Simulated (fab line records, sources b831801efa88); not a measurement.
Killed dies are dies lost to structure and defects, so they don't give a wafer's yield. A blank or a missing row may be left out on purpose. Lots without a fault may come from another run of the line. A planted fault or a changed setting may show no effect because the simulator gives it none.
Which tool did it? | flow gf180mcu | 10 lots, 30 wafers sampled, at 7 steps of a route of 602

WHAT THE GAUGES READ, wafer by wafer
GF_V4_RS_MEAS_24: measures by four-point-probe. Usual: V4_W_RS 0.330 ohm/sq, standard deviation 0.0036.
lot  | measured     | on            | V4_W_RS (ohm/sq)  | flag
L673 | day 25 01:51 | film_metro-04 | 0.333 0.333 0.331 |
L675 | day 25 14:55 | film_metro-03 | 0.324 0.330 0.329 |
L676 | day 26 08:46 | film_metro-03 | 0.323 0.329 0.322 |
L678 | day 27 00:59 | film_metro-03 | 0.330 0.331 0.325 |
L684 | day 28 19:59 | film_metro-01 | 0.329 0.329 0.331 |
L686 | day 29 08:01 | film_metro-03 | 0.290 0.295 0.294 | OFF
L687 | day 29 14:33 | film_metro-04 | 0.288 0.286 0.285 | OFF
L690 | day 30 12:58 | film_metro-04 | 0.338 0.337 0.332 |
L691 | day 30 15:38 | film_metro-04 | 0.333 0.332 0.332 |
L693 | day 31 07:10 | film_metro-04 | 0.333 0.331 0.332 |

GF_V4_THK_MEAS_25: measures by xrf. Usual: V4_W_THK 353 nm, standard deviation 4.7.
lot  | measured     | on            | V4_W_THK (nm) | flag
L673 | day 25 01:58 | film_metro-04 | 355 353 356   |
L675 | day 25 15:02 | film_metro-03 | 355 352 353   |
L676 | day 26 08:53 | film_metro-03 | 356 349 353   |
L678 | day 27 01:06 | film_metro-03 | 349 349 356   |
L684 | day 28 20:06 | film_metro-01 | 358 360 355   |
L686 | day 29 08:08 | film_metro-03 | 400 390 395   | OFF
L687 | day 29 14:40 | film_metro-04 | 411 411 413   | OFF
L690 | day 30 13:05 | film_metro-04 | 347 345 352   |
L691 | day 30 15:44 | film_metro-04 | 351 349 352   |
L693 | day 31 07:17 | film_metro-04 | 355 354 353   |

GF_MIM_RS_MEAS_10: measures by four-point-probe. Usual: MIM_ALCU_RS 0.1601 ohm/sq, standard deviation 0.002.
lot  | measured     | on            | MIM_ALCU_RS (ohm/sq) | flag
L673 | day 25 05:18 | film_metro-02 | 0.1616 0.1612 0.1625 |
L675 | day 25 15:48 | film_metro-01 | 0.1589 0.1582 0.1581 |
L676 | day 26 09:52 | film_metro-02 | 0.1636 0.1610 0.1631 |
L678 | day 27 01:53 | film_metro-04 | 0.1603 0.1602 0.1586 |
L684 | day 28 21:03 | film_metro-04 | 0.1600 0.1601 0.1584 |
L686 | day 29 08:55 | film_metro-04 | 0.1595 0.1584 0.1591 |
L687 | day 29 15:26 | film_metro-02 | 0.1576 0.1572 0.1569 |
L690 | day 30 13:52 | film_metro-04 | 0.1615 0.1600 0.1622 |
L691 | day 30 16:32 | film_metro-02 | 0.1608 0.1605 0.1601 |
L693 | day 31 08:05 | film_metro-04 | 0.1617 0.1600 0.1623 |

WHICH TOOL RAN EACH LOT (tool, then ch and the chambers of the sampled wafers, then the start)
lot  | GF_M4_METAL_ETCH_16               | GF_V4_CVD_02                    | GF_V4_CVD_23                  | GF_V4_CMP_26
L673 | rie_metal-03 ch 0,1, day 24 01:13 | pecvd-01 ch 0,2, day 24 02:00   | cvd_w-01 ch 0,1, day 25 01:44 | cmp-01 ch 0,2,3, day 25 04:38
L675 | rie_metal-04 ch 1, day 24 16:28   | pecvd-02 ch 0,1,2, day 24 17:17 | cvd_w-02 ch 0,1, day 25 14:47 | cmp-01 ch 0,2, day 25 15:08
L676 | rie_metal-01 ch 0,1, day 25 09:37 | pecvd-01 ch 1,2, day 25 10:32   | cvd_w-01 ch 0,1, day 26 08:39 | cmp-01 ch 2,3, day 26 09:00
L678 | rie_metal-01 ch 0,1, day 26 02:16 | pecvd-03 ch 0,1,2, day 26 03:03 | cvd_w-01 ch 0,1, day 27 00:52 | cmp-02 ch 0,1,2, day 27 01:12
L684 | rie_metal-04 ch 0,1, day 27 22:38 | pecvd-02 ch 0,1,2, day 27 23:27 | cvd_w-01 ch 0,1, day 28 19:52 | cmp-01 ch 0,2,3, day 28 20:23
L686 | rie_metal-01 ch 0,1, day 28 10:43 | pecvd-01 ch 0,1,2, day 28 11:29 | cvd_w-01 ch 0,1, day 29 07:53 | cmp-02 ch 1,2,3, day 29 08:14
L687 | rie_metal-03 ch 0,1, day 28 17:11 | pecvd-01 ch 0,1, day 28 17:58   | cvd_w-01 ch 0,1, day 29 14:23 | cmp-02 ch 0,2,3, day 29 14:49
L690 | rie_metal-01 ch 0,1, day 29 16:01 | pecvd-02 ch 1,2, day 29 17:05   | cvd_w-02 ch 0,1, day 30 12:51 | cmp-02 ch 1,2,3, day 30 13:09
L691 | rie_metal-04 ch 0,1, day 29 18:50 | pecvd-03 ch 0,2, day 29 19:37   | cvd_w-02 ch 0,1, day 30 15:29 | cmp-01 ch 0,1,3, day 30 15:47
L693 | rie_metal-04 ch 0,1, day 30 10:28 | pecvd-01 ch 0,1, day 30 11:15   | cvd_w-02 ch 0,1, day 31 07:02 | cmp-02 ch 0,2,3, day 31 07:26
- GF_M4_METAL_ETCH_16: etches the open film in Cl2/BCl3, stops on SiO2, target depth 627.5 nm, time 104.6 s.
- GF_V4_CVD_02: deposits SiO2 from TEOS, target thk 850 nm, time 94.851 s.
- GF_V4_CVD_23: deposits W, target thk 350 nm, time 104.9 s.
- GF_V4_CMP_26: polishes, stops on SiO2, t overpolish 15 s, target thk 0 nm.

WHAT THE TOOLS THEMSELVES READ (means of the sampled wafers that have a number; where no wafer has one, the mark that the record gives instead)
GF_M4_METAL_ETCH_16. Usual: drypump_motor_current_A 5.9 A, standard deviation 0.47; oes_product_au 0.973 a.u., standard deviation 0.0064; throttle_valve_pct 28.249 %, standard deviation 0.0098.
lot  | tool         | drypump_motor_current_A (A) | oes_product_au (a.u.) | throttle_valve_pct (%) | flag
L673 | rie_metal-03 | 5.6                         | 0.974                 | 28.254                 |
L675 | rie_metal-04 | 6.7                         | 0.970                 | 28.259                 |
L676 | rie_metal-01 | 6.0                         | 0.977                 | 28.245                 |
L678 | rie_metal-01 | 5.7                         | 0.962                 | 28.257                 |
L684 | rie_metal-04 | 6.3                         | 0.975                 | 28.256                 |
L686 | rie_metal-01 | 6.0                         | 0.971                 | 28.244                 |
L687 | rie_metal-03 | 5.7                         | 0.974                 | 28.250                 |
L690 | rie_metal-01 | 6.0                         | 0.966                 | 28.248                 |
L691 | rie_metal-04 | 6.0                         | 0.971                 | 28.245                 |
L693 | rie_metal-04 | 6.4                         | 0.975                 | 28.242                 |

GF_V4_CVD_02. Usual: heater_power_w 657 W, standard deviation 88.
lot  | tool     | heater_power_w (W) | flag
L673 | pecvd-01 | 633                |
L675 | pecvd-02 | 635                |
L676 | pecvd-01 | 730                |
L678 | pecvd-03 | 676                |
L684 | pecvd-02 | 639                |
L686 | pecvd-01 | 716                |
L687 | pecvd-01 | 760                |
L690 | pecvd-02 | 543                |
L691 | pecvd-03 | 697                |
L693 | pecvd-01 | 693                |

GF_V4_CVD_23. Usual: chamber_pressure_Torr 40.00 Torr, standard deviation 0.088; heater_power_w 927 W, standard deviation 55.
lot  | tool     | chamber_pressure_Torr (Torr) | heater_power_w (W) | flag
L673 | cvd_w-01 | 40.02                        | 924                |
L675 | cvd_w-02 | 39.96                        | 953                |
L676 | cvd_w-01 | 40.00                        | 890                |
L678 | cvd_w-01 | 40.01                        | 919                |
L684 | cvd_w-01 | 40.02                        | 911                |
L686 | cvd_w-01 | 52.25                        | 920                | OFF
L687 | cvd_w-01 | 52.15                        | 926                | OFF
L690 | cvd_w-02 | 40.07                        | 961                |
L691 | cvd_w-02 | 40.01                        | 940                |
L693 | cvd_w-02 | 40.00                        | 970                |

GF_V4_CMP_26. Usual: head_pressure_psi 3.499 psi, standard deviation 0.0078; motor_current_A 10.9 A, standard deviation 0.85; platen_rpm 60.00 rpm, standard deviation 0.038; time_to_endpoint_s 84.0 s, standard deviation 3.
lot  | tool   | head_pressure_psi (psi) | motor_current_A (A) | platen_rpm (rpm) | time_to_endpoint_s (s) | flag
L673 | cmp-01 | 3.501                   | 10.9                | 59.98            | 81.8                   |
L675 | cmp-01 | 3.491                   | 10.5                | 60.00            | 83.6                   |
L676 | cmp-01 | 3.495                   | 11.3                | 59.98            | 85.4                   |
L678 | cmp-02 | 3.502                   | 10.3                | 59.98            | 84.7                   |
L684 | cmp-01 | 3.506                   | 10.5                | 60.02            | 77.7                   |
L686 | cmp-02 | 3.487                   | 10.1                | 59.97            | 97.0                   | OFF
L687 | cmp-02 | 3.492                   | 11.0                | 60.02            | 99.6                   | OFF
L690 | cmp-02 | 3.490                   | 10.3                | 60.00            | 85.3                   |
L691 | cmp-01 | 3.502                   | 11.3                | 59.96            | 84.2                   |
L693 | cmp-02 | 3.505                   | 11.4                | 59.99            | 85.1                   |

THE ANSWER, worked out from the rows above alone
Rule: a lot is off if the mean of its wafers that have a number lies more than 3 standard deviations from the usual mean. A lot without any number at a reading at which 4 lots or more have one is off too. The other lots that the step has rows for count as sound. The gauges are gone through in route order, then the tools' own readings, and for those a lot's mean is taken as printed above. The first step at which some lot is off is used, and at that step the reading that is off furthest; a lot without a number counts as furthest.
Off: L686, L687, at GF_V4_RS_MEAS_24 (V4_W_RS).
A tool fits if, at a process step before that reading, it ran every lot that is off, and no sound lot after the first of them. The gauges at GF_V4_RS_MEAS_24 aren't tried: what is off there is off at GF_V4_CVD_23 too, on other tools, and a gauge's error can't cause that. One fits: cvd_w-01 at GF_V4_CVD_23. Its last sound lot is L684 (day 28 19:52), its first lot that is off L686 (day 29 07:53): a fault that began between those two fits.
The tool's own readings at GF_V4_CVD_23 bear it out: on the lots that are off they differ by more than 5 times the standard deviation of the sound lots' means. chamber_pressure_Torr reads 52.20 Torr there against 40.01 Torr on the sound lots.

WHAT THE SIMULATOR HAD PUT IN
Process parameter drift: cvd_w-01, from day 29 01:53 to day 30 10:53, at GF_V4_CVD_23. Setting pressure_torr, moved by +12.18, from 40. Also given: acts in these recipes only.
Lots struck among those shown: L686, L687. The rule above found the same.
